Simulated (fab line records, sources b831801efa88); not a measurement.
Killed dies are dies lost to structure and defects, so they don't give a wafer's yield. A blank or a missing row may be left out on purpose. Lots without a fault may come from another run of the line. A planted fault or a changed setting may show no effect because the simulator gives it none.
Which tool did it? | flow gf180mcu | 14 lots, 42 wafers sampled, at 3 steps of a route of 602

WHAT THE GAUGES READ, wafer by wafer
GF_VT_IMPLANT_TW_MEAS_10. Usual: VT_IMPLANT_TW 563, standard deviation 7.2.
lot  | measured     | on            | VT_IMPLANT_TW | flag
L543 | day 6 10:07  | film_metro-02 | 555 554 557   |
L544 | day 6 14:52  | film_metro-02 | 554 553 555   |
L546 | day 7 04:44  | film_metro-03 | 571 566 569   |
L547 | day 7 10:52  | film_metro-03 | 570 569 568   |
L548 | day 7 16:07  | film_metro-03 | 570 571 568   |
L549 | day 7 23:05  | film_metro-03 | 571 572 574   |
L550 | day 8 05:37  | film_metro-03 | 570 569 567   |
L551 | day 8 08:47  | film_metro-02 | 559 554 556   |
L555 | day 9 14:08  | film_metro-02 | 556 553 557   |
L556 | day 9 19:48  | film_metro-03 | 569 568 574   |
L558 | day 10 07:26 | film_metro-02 | 558 556 556   |
L563 | day 11 06:04 | film_metro-03 | 572 570 568   |

GF_DUAL_GATE_THK_MEAS_03. Usual: DUAL_GATE_OXIDATION_00_THK 11.07 nm, standard deviation 0.21.
lot  | measured     | on            | DUAL_GATE_OXIDATION_00_THK (nm) | flag
L543 | day 8 18:44  | film_metro-01 | 11.43 11.45 11.66               |
L544 | day 8 18:44  | film_metro-03 | 11.18 11.20 10.90               |
L546 | day 9 12:50  | film_metro-04 | 11.21 11.16 11.26               |
L547 | day 9 19:41  | film_metro-01 | 11.10 10.95 11.29               |
L548 | day 9 19:41  | film_metro-03 | 10.95 11.14 11.10               |
L549 | day 10 09:17 | film_metro-03 | 11.22 11.09 11.28               |
L550 | day 10 09:16 | film_metro-01 | 11.03 11.04 11.20               |
L551 | day 10 17:32 | film_metro-03 | 11.15 11.11 11.14               |
L555 | day 11 19:17 | film_metro-03 | 10.99 11.10 11.04               |
L556 | day 12 05:33 | film_metro-03 | 11.44 11.14 11.35               |
L558 | day 12 15:11 | film_metro-04 | 10.64 10.71 10.69               |
L563 | day 13 18:31 | film_metro-03 | 11.06 11.08 11.27               |

WHICH TOOL RAN EACH LOT (tool, then ch and the chambers of the sampled wafers, then the start)
lot  | GF_STI_WET_ETCH_27
L543 | wet_bench-03 ch 3, day 2 18:32
L544 | wet_bench-04 ch 3, day 3 00:23
L546 | wet_bench-04 ch 0, day 3 10:44
L547 | wet_bench-02 ch 1, day 3 15:45
L548 | wet_bench-03 ch 0, day 3 21:34
L549 | wet_bench-04 ch 0, day 4 02:32
L550 | wet_bench-04 ch 1, day 4 07:19
L551 | wet_bench-04 ch 0, day 4 11:46
L553 | wet_bench-03 ch 2, day 5 01:24
L554 | wet_bench-04 ch 2, day 5 05:58
L555 | wet_bench-04 ch 1, day 5 09:49
L556 | wet_bench-02 ch 0, day 5 17:00
L558 | wet_bench-04 ch 2, day 6 03:14
L563 | wet_bench-04 ch 2, day 7 03:24
- GF_STI_WET_ETCH_27: etches Si3N4 in H3PO4, target depth 160 nm, time 1825 s.

WHAT THE TOOLS THEMSELVES READ (means of the sampled wafers that have a number; where no wafer has one, the mark that the record gives instead)
GF_STI_WET_ETCH_27. Usual: bath_guard_temp_C 159.9 C, standard deviation 0.52; bath_heat_duty_pct 26.0 %, standard deviation 2.7; temp_c 160.01 C, standard deviation 0.17.
lot  | tool         | bath_guard_temp_C (C) | bath_heat_duty_pct (%) | temp_c (C) | flag
L543 | wet_bench-03 | 160.8                 | 23.2                   | 159.91     |
L544 | wet_bench-04 | 159.8                 | 25.5                   | 159.95     |
L546 | wet_bench-04 | 159.8                 | 24.3                   | 160.09     |
L547 | wet_bench-02 | 160.6                 | 27.0                   | 160.12     |
L548 | wet_bench-03 | 160.8                 | 22.6                   | 159.74     |
L549 | wet_bench-04 | 160.1                 | 23.6                   | 160.31     |
L550 | wet_bench-04 | 159.7                 | 25.1                   | 159.99     |
L551 | wet_bench-04 | 160.0                 | 24.1                   | 159.87     |
L553 | wet_bench-03 | -                     | -                      | -          | OFF
L554 | wet_bench-04 | -                     | -                      | -          | OFF
L555 | wet_bench-04 | 159.8                 | 26.8                   | 160.10     |
L556 | wet_bench-02 | 159.7                 | 21.3                   | 160.16     |
L558 | wet_bench-04 | 159.5                 | 29.2                   | 160.10     |
L563 | wet_bench-04 | 159.4                 | 30.1                   | 159.90     |

THE ANSWER, worked out from the rows above alone
Rule: a lot is off if the mean of its wafers that have a number lies more than 3 standard deviations from the usual mean. A lot without any number at a reading at which 4 lots or more have one is off too. The other lots that the step has rows for count as sound. The gauges are gone through in route order, then the tools' own readings, and for those a lot's mean is taken as printed above. The first step at which some lot is off is used, and at that step the reading that is off furthest; a lot without a number counts as furthest.
Off: L553, L554, at GF_STI_WET_ETCH_27 (bath_guard_temp_C). Without a number there: L553, L554.
A tool fits if, at that step or a process step before it, it ran every lot that is off, and no sound lot after the first of them. None of those tried fits.

WHAT THE SIMULATOR HAD PUT IN
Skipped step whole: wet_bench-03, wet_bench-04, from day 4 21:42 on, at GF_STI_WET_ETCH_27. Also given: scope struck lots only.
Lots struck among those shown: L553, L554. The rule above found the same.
